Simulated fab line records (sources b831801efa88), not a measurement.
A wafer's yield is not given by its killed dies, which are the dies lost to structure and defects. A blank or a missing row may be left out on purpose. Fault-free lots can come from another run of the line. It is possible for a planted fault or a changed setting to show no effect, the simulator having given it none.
fab line records ; flow sky130
record lots=9; wafers=27; last-day=50
route steps=708 shown METAL1@450 METAL2@484
lots untouched by any fault: they come from a run of this same line in which no faults occurred
start-h: the number of hours between the record's first day and the start of the first shown wafer of the lot ; wait-h: hours elapsed since this lot's preceding step ; " repeats the value in the row above ; L1.1+2: a single row standing in for several wafers ; - value missing, or start not given ; * or withheld: withheld ; < > ~ a bound
route shown NAME@n: NAME is a module with steps in the file, n the number in the route of the first one ; usual: mean and standard deviation over wafers with no fault ; same: alike in all rows ; chamber/n: place in a boat ; sites: per-site readings ; _std_site: standard deviation across them ; _edge_site: mean of outer sites minus mean of inner sites ; radius-mm: for every site, how far away it sits from the centre of the wafer ; mask NAME#n: copy n ; behind: tool/chamber where the wafer was last shaped ; hold: the reason the lot was held/the length of the hold in hours/how it ended ; device: which transistor (n, p or np) failed to switch ; end of line: the route-end tests of the same wafers ; for a step that has no rows: nothing shown but its recipe ; killed: dies lost to structure and defects at the first sort, not the wafer's yield ; map: per-die view of a wafer (x killed, . not killed, _ where there is no die)
set.NAME: the setting the step ran with; set.NAME@STEP: the setting that earlier step ran with ; model.NAME: the simulator's own value behind a step, which no gauge read
route steps across a sampled set of lots; one table per step, one row per wafer
services: when a tool's chamber went out of use (start-h, in hours from the record's first day, below 0 if earlier), for how many hours, and the reason
## steps
# step SKY_METAL1_OVL_MEAS_16
# usual METAL1_OVL=1/5.2
lot.wafer;tool;chamber;start-h;wait-h;METAL1_OVL[nm]
L253.2;overlay-01;-;767.55;0.1;1
L253.3;overlay-01;-;767.55;0.1;6
L253.4;overlay-01;-;767.55;0.1;4
L261.1;overlay-02;-;849.94;0.1;-3
L261.5;overlay-02;-;849.94;0.1;-1
L261.6;overlay-02;-;849.94;0.1;5
L263.1;overlay-01;-;859.99;0.1;8
L263.4;overlay-01;-;859.99;0.1;7
L263.6;overlay-01;-;859.99;0.1;12
L268.1;overlay-01;-;901.13;0.1;4
L268.3;overlay-01;-;901.13;0.1;6
L268.6;overlay-01;-;901.13;0.1;5
L266.1;overlay-02;-;909.53;0.1;5
L266.3;overlay-02;-;909.53;0.1;-4
L266.5;overlay-02;-;909.53;0.1;0
L270.2;overlay-01;-;911.20;0.1;-3
L270.3;overlay-01;-;911.20;0.1;-5
L270.5;overlay-01;-;911.20;0.1;-3
L273.2;overlay-02;-;945.88;0.1;5
L273.3;overlay-02;-;945.88;0.1;8
L273.6;overlay-02;-;945.88;0.1;5
L274.1;overlay-01;-;949.24;0.1;-14
L274.5;overlay-01;-;949.24;0.1;-12
L274.6;overlay-01;-;949.24;0.1;-10
L275.1;overlay-02;-;952.28;0.1;6
L275.4;overlay-02;-;952.28;0.1;-1
L275.6;overlay-02;-;952.28;0.1;2
# step SKY_METAL1_ETCH_18
# recipe chemistry=N2/H2; target=BARC; ion-energy-ev=200; bias-w=100; pressure-mtorr=30; n2-flow-sccm=100; h2-flow-sccm=200; icp-w=500; stop-on=SiO2; time-s=45.9; target-depth-a=600
# usual chamber-pressure-mTorr=30.004/0.024; drypump-motor-current-A=5.6/0.35; oes-product-au=0.854/0.0048; throttle-valve-pct=13.224/0.0092
lot.wafer;tool;chamber;start-h;wait-h;chamber-pressure-mTorr;drypump-motor-current-A;oes-product-au;rf-hours-counter-h;throttle-valve-pct
L253.2;rie-metal-03;1;767.61;0.0;30.040;5.2;0.857;14;13.233
L253.3;rie-metal-03;1;767.61;0.0;30.021;5.2;0.857;-;13.230
L253.4;rie-metal-03;0;767.61;0.0;29.983;6.0;0.842;-;13.219
L261.1;rie-metal-04;0;850.01;0.0;30.020;6.1;0.862;11;13.239
L261.5;rie-metal-04;0;850.01;0.0;29.999;6.0;0.861;-;13.220
L261.6;rie-metal-04;1;850.01;0.0;29.975;5.6;0.852;-;13.224
L263.1;rie-metal-04;0;860.06;0.0;29.986;6.1;0.852;11;13.221
L263.4;rie-metal-04;1;860.06;0.0;29.997;5.6;0.850;-;13.223
L263.6;rie-metal-04;0;860.06;0.0;30.014;6.0;0.855;-;13.252
L268.1;rie-metal-02;1;901.20;0.0;30.027;5.1;0.856;2;13.211
L268.3;rie-metal-02;1;901.20;0.0;30.014;5.1;0.854;-;13.233
L268.6;rie-metal-02;1;901.20;0.0;29.984;5.1;0.855;-;13.219
L266.1;rie-metal-02;0;909.59;0.0;30.011;5.7;0.848;12;13.212
L266.3;rie-metal-02;0;909.59;0.0;29.984;5.8;0.858;-;13.236
L266.5;rie-metal-02;1;909.59;0.0;29.993;5.1;0.864;-;13.223
L270.2;rie-metal-03;0;911.26;0.0;30.011;6.0;0.857;7;13.228
L270.3;rie-metal-03;0;911.26;0.0;30.026;6.0;0.861;-;13.222
L270.5;rie-metal-03;1;911.26;0.0;30.019;5.2;0.845;-;13.213
L273.2;rie-metal-04;1;945.94;0.0;30.009;5.6;0.860;10;13.217
L273.3;rie-metal-04;0;945.94;0.0;30.010;6.1;0.856;-;13.233
L273.6;rie-metal-04;1;945.94;0.0;30.037;5.5;0.856;-;13.209
L274.1;rie-metal-02;1;949.31;0.0;30.003;5.1;0.856;5;13.224
L274.5;rie-metal-02;1;949.31;0.0;30.037;5.1;0.858;-;13.221
L274.6;rie-metal-02;0;949.31;0.0;30.012;5.8;0.852;-;13.238
L275.1;rie-metal-03;1;952.34;0.0;30.006;5.2;0.854;6;13.233
L275.4;rie-metal-03;1;952.34;0.0;30.038;5.2;0.849;-;13.230
L275.6;rie-metal-03;0;952.34;0.0;29.997;6.0;0.854;-;13.200
# step SKY_METAL2_SPUTTER_01
# recipe material=TiN; target-thk-nm=20; power-w=6500; time-s=16.7; chamber-pressure-pa=0.4
# usual throttle-valve-pct=30.2/1.2
lot.wafer;tool;chamber;start-h;wait-h;throttle-valve-pct
L253.2;pvd-sputter-01;-;793.60;0.0;30.0
L253.3;pvd-sputter-01;-;793.60;0.0;32.9
L253.4;pvd-sputter-01;-;793.60;0.0;28.8
L261.1;pvd-sputter-01;-;876.24;0.0;29.9
L261.5;pvd-sputter-01;-;876.24;0.0;30.3
L261.6;pvd-sputter-01;-;876.24;0.0;28.7
L263.1;pvd-sputter-01;-;888.55;0.0;29.8
L263.4;pvd-sputter-01;-;888.55;0.0;30.5
L263.6;pvd-sputter-01;-;888.55;0.0;29.6
L268.1;pvd-sputter-03;-;929.99;0.0;30.8
L268.3;pvd-sputter-03;-;929.99;0.0;29.6
L268.6;pvd-sputter-03;-;929.99;0.0;29.1
L266.1;pvd-sputter-03;-;936.45;0.0;29.6
L266.3;pvd-sputter-03;-;936.45;0.0;29.2
L266.5;pvd-sputter-03;-;936.45;0.0;30.9
L270.2;pvd-sputter-04;-;939.69;0.0;29.8
L270.3;pvd-sputter-04;-;939.69;0.0;29.2
L270.5;pvd-sputter-04;-;939.69;0.0;30.9
L273.2;pvd-sputter-04;-;972.91;0.0;29.0
L273.3;pvd-sputter-04;-;972.91;0.0;31.0
L273.6;pvd-sputter-04;-;972.91;0.0;30.1
L274.1;pvd-sputter-01;-;975.64;0.0;30.2
L274.5;pvd-sputter-01;-;975.64;0.0;29.8
L274.6;pvd-sputter-01;-;975.64;0.0;28.5
L275.1;pvd-sputter-01;-;979.14;0.0;32.8
L275.4;pvd-sputter-01;-;979.14;0.0;29.8
L275.6;pvd-sputter-01;-;979.14;0.0;30.4
# step SKY_METAL2_SPUTTER_02
# recipe material=AlCu; target-thk-nm=250; power-w=10600; time-s=13.3; chamber-pressure-pa=0.4
# usual throttle-valve-pct=30.2/1.2
lot.wafer;tool;chamber;start-h;wait-h;throttle-valve-pct
L253.2;pvd-sputter-01;-;793.62;0.0;30.2
L253.3;pvd-sputter-01;-;793.62;0.0;32.9
L253.4;pvd-sputter-01;-;793.62;0.0;28.5
L261.1;pvd-sputter-01;-;876.26;0.0;29.6
L261.5;pvd-sputter-01;-;876.26;0.0;30.0
L261.6;pvd-sputter-01;-;876.26;0.0;28.6
L263.1;pvd-sputter-01;-;888.57;0.0;29.7
L263.4;pvd-sputter-01;-;888.57;0.0;30.5
L263.6;pvd-sputter-01;-;888.57;0.0;29.7
L268.1;pvd-sputter-03;-;930.02;0.0;30.8
L268.3;pvd-sputter-03;-;930.02;0.0;29.6
L268.6;pvd-sputter-03;-;930.02;0.0;29.0
L266.1;pvd-sputter-03;-;936.48;0.0;30.0
L266.3;pvd-sputter-03;-;936.48;0.0;29.2
L266.5;pvd-sputter-03;-;936.48;0.0;30.8
L270.2;pvd-sputter-04;-;939.72;0.0;29.6
L270.3;pvd-sputter-04;-;939.72;0.0;29.2
L270.5;pvd-sputter-04;-;939.72;0.0;31.1
L273.2;pvd-sputter-04;-;972.94;0.0;29.0
L273.3;pvd-sputter-04;-;972.94;0.0;31.0
L273.6;pvd-sputter-04;-;972.94;0.0;29.7
L274.1;pvd-sputter-01;-;975.66;0.0;30.2
L274.5;pvd-sputter-01;-;975.66;0.0;30.2
L274.6;pvd-sputter-01;-;975.66;0.0;28.6
L275.1;pvd-sputter-01;-;979.17;0.0;32.7
L275.4;pvd-sputter-01;-;979.17;0.0;29.6
L275.6;pvd-sputter-01;-;979.17;0.0;30.0
# step SKY_METAL2_RS_MEAS_05
# recipe thk-meas-gauge=four-point-probe; reads=TiN_of_METAL2_SPUTTER_04+Ti_of_METAL2_SPUTTER_03+AlCu_of_METAL2_SPUTTER_02+TiN_of_METAL2_SPUTTER_01+Ti_of_METAL2_SPUTTER_00
# usual METAL2_ALCU_RS=0.1267/0.0013
lot.wafer;tool;chamber;start-h;wait-h;METAL2_ALCU_RS[ohm/sq]
L253.2;film-metro-04;-;793.74;0.0;0.1267
L253.3;film-metro-04;-;793.74;0.0;0.1274
L253.4;film-metro-04;-;793.74;0.0;0.1281
L261.1;film-metro-01;-;876.35;0.0;0.1769
L261.5;film-metro-01;-;876.35;0.0;0.1769
L261.6;film-metro-01;-;876.35;0.0;0.1759
L263.1;film-metro-01;-;888.67;0.0;0.1741
L263.4;film-metro-01;-;888.67;0.0;0.1710
L263.6;film-metro-01;-;888.67;0.0;0.1716
L268.1;film-metro-01;-;930.11;0.0;0.1270
L268.3;film-metro-01;-;930.11;0.0;0.1260
L268.6;film-metro-01;-;930.11;0.0;0.1265
L266.1;film-metro-02;-;936.57;0.0;0.1264
L266.3;film-metro-02;-;936.57;0.0;0.1269
L266.5;film-metro-02;-;936.57;0.0;0.1266
L270.2;film-metro-02;-;939.83;0.0;0.1252
L270.3;film-metro-02;-;939.83;0.0;0.1252
L270.5;film-metro-02;-;939.83;0.0;0.1247
L273.2;film-metro-04;-;973.05;0.0;0.1261
L273.3;film-metro-04;-;973.05;0.0;0.1257
L273.6;film-metro-04;-;973.05;0.0;0.1264
L274.1;film-metro-04;-;975.75;0.0;0.1259
L274.5;film-metro-04;-;975.75;0.0;0.1270
L274.6;film-metro-04;-;975.75;0.0;0.1285
L275.1;film-metro-01;-;979.26;0.0;0.1277
L275.4;film-metro-01;-;979.26;0.0;0.1277
L275.6;film-metro-01;-;979.26;0.0;0.1263
# step SKY_METAL2_THK_MEAS_06
# recipe thk-meas-gauge=xrf; reads=AlCu_of_METAL2_SPUTTER_02
# usual METAL2_ALCU_THK=248.9/2.7
lot.wafer;tool;chamber;start-h;wait-h;METAL2_ALCU_THK[nm]
L253.2;film-metro-04;-;793.85;0.1;248.5
L253.3;film-metro-04;-;793.85;0.1;247.9
L253.4;film-metro-04;-;793.85;0.1;247.7
L261.1;film-metro-01;-;876.47;0.1;180.8
L261.5;film-metro-01;-;876.47;0.1;180.7
L261.6;film-metro-01;-;876.47;0.1;181.2
L263.1;film-metro-01;-;888.79;0.1;184.2
L263.4;film-metro-01;-;888.79;0.1;187.1
L263.6;film-metro-01;-;888.79;0.1;184.2
L268.1;film-metro-01;-;930.23;0.1;247.5
L268.3;film-metro-01;-;930.23;0.1;249.7
L268.6;film-metro-01;-;930.23;0.1;246.9
L266.1;film-metro-02;-;936.69;0.1;247.5
L266.3;film-metro-02;-;936.69;0.1;246.8
L266.5;film-metro-02;-;936.69;0.1;250.0
L270.2;film-metro-02;-;939.94;0.1;251.3
L270.3;film-metro-02;-;939.94;0.1;250.5
L270.5;film-metro-02;-;939.94;0.1;252.5
L273.2;film-metro-04;-;973.16;0.1;250.7
L273.3;film-metro-04;-;973.16;0.1;251.3
L273.6;film-metro-04;-;973.16;0.1;248.5
L274.1;film-metro-04;-;975.87;0.1;250.2
L274.5;film-metro-04;-;975.87;0.1;248.1
L274.6;film-metro-04;-;975.87;0.1;243.7
L275.1;film-metro-01;-;979.38;0.1;247.0
L275.4;film-metro-01;-;979.38;0.1;245.8
L275.6;film-metro-01;-;979.38;0.1;252.4
# step SKY_METAL2_METAL_ETCH_19
# recipe target-depth-a=3600; stop-on=SiO2; over-etch-frac=0.3; time-s=78; chemistry=Cl2/BCl3; resist-sidewall-deg=88; pressure-mtorr=10; icp-w=900; bias-w=48.5; Cl2_flow_sccm=60; bcl3-flow-sccm=30
# usual chamber-pressure-mTorr=10.001/0.011; drypump-motor-current-A=5.7/0.42; oes-product-au=0.855/0.0057; throttle-valve-pct=22.265/0.009
lot.wafer;tool;chamber;start-h;wait-h;chamber-pressure-mTorr;drypump-motor-current-A;oes-product-au;rf-hours-counter-h;throttle-valve-pct
L253.2;rie-metal-01;1;818.50;0.0;9.998;5.2;0.857;4;22.273
L253.3;rie-metal-01;0;818.50;0.0;10.002;6.3;0.859;-;22.254
L253.4;rie-metal-01;1;818.50;0.0;9.995;5.2;0.859;-;22.272
L261.1;rie-metal-01;1;900.85;0.0;9.977;5.2;0.796;7;22.249
L261.5;rie-metal-01;0;900.85;0.0;9.992;6.3;0.793;-;22.268
L261.6;rie-metal-01;1;900.85;0.0;9.993;5.2;0.787;-;22.265
L263.1;rie-metal-04;1;914.32;0.0;10.007;5.5;0.802;9;22.252
L263.4;rie-metal-04;1;914.32;0.0;9.994;5.6;0.804;-;22.254
L263.6;rie-metal-04;0;914.32;0.0;9.994;6.0;0.804;-;22.264
L268.1;rie-metal-04;0;955.22;0.0;10.029;6.0;0.859;17;22.271
L268.3;rie-metal-04;1;955.22;0.0;9.992;5.5;0.867;-;22.255
L268.6;rie-metal-04;0;955.22;0.0;10.015;6.1;0.854;-;22.270
L266.1;rie-metal-04;0;960.30;0.0;9.995;6.0;0.858;17;22.269
L266.3;rie-metal-04;1;960.30;0.0;10.015;5.6;0.854;-;22.275
L266.5;rie-metal-04;1;960.30;0.0;10.021;5.6;0.857;-;22.243
L270.2;rie-metal-02;1;963.97;0.0;9.993;5.1;0.859;6;22.282
L270.3;rie-metal-02;0;963.97;0.0;9.995;5.7;0.854;-;22.259
L270.5;rie-metal-02;0;963.97;0.0;10.006;5.7;0.853;-;22.266
L273.2;rie-metal-04;1;997.45;0.0;10.002;5.5;0.858;13;22.260
L273.3;rie-metal-04;0;997.45;0.0;10.001;6.0;0.866;-;22.278
L273.6;rie-metal-04;1;997.45;0.0;10.007;5.5;0.861;-;22.273
L274.1;rie-metal-01;1;999.47;0.0;10.004;5.2;0.849;13;22.260
L274.5;rie-metal-01;0;999.47;0.0;10.003;6.3;0.852;-;22.271
L274.6;rie-metal-01;1;999.47;0.0;9.998;5.2;0.850;-;22.266
L275.1;rie-metal-04;0;1003.57;0.0;9.996;6.1;0.844;19;22.260
L275.4;rie-metal-04;1;1003.57;0.0;9.998;5.5;0.855;-;22.258
L275.6;rie-metal-04;0;1003.57;0.0;9.991;6.0;0.855;-;22.260
## services
tool;chamber;start-h;hours;kind
pvd-sputter-04;-;758.12;4.4;repair
pvd-sputter-04;-;762.76;1.7;repair
rie-metal-01;0;770.58;-;clean
rie-metal-01;0;770.58;24.4;scheduled-down
rie-metal-01;0;770.58;24.4;vent-cycle
rie-metal-03;1;782.13;-;clean
rie-metal-03;1;782.13;13.1;scheduled-down
rie-metal-03;1;782.13;13.1;vent-cycle
pvd-sputter-01;-;808.68;3.4;repair
rie-metal-02;-;811.97;0.2;repair
rie-metal-02;1;825.98;-;clean
rie-metal-02;1;825.98;19.2;scheduled-down
rie-metal-02;1;825.98;19.2;vent-cycle
pvd-sputter-01;-;828.97;0.7;repair
rie-metal-03;-;893.75;14.6;pm
pvd-sputter-04;-;945.82;4.4;repair
rie-metal-03;-;957.29;10.0;pm
pvd-sputter-04;-;962.53;1.0;repair
rie-metal-02;0;967.83;8.6;repair
pvd-sputter-03;-;977.65;3.0;repair
rie-metal-02;1;985.34;6.1;repair
rie-metal-04;-;989.88;2.2;repair
## key
first-sign step=SKY_METAL2_RS_MEAS_05; reading=METAL2_ALCU_RS; direction=up; sigmas=37; usual=0.1267; struck=0.1744
effect step=SKY_METAL2_THK_MEAS_06; reading=METAL2_ALCU_THK; direction=down; sigmas=25; usual=248.9; struck=183.0
effect step=SKY_METAL2_METAL_ETCH_19; reading=oes-product-au; direction=down; sigmas=10; usual=0.855; struck=0.797
met-at SKY_METAL2_SPUTTER_02
struck-lots L261,L263
not-acting-at SKY_METAL1_OVL_MEAS_16,SKY_METAL1_ETCH_18,SKY_METAL2_SPUTTER_01
onset-between 793.62 876.26
fault kind=process-parameter-drift; tool=pvd-sputter-01; chamber=-; onset-h=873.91; steps=SKY_METAL2_SPUTTER_02; channel=target-thk-nm; offset=-63.471; shape=step; end-h=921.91; acts-in=these-recipes-only; stated=250
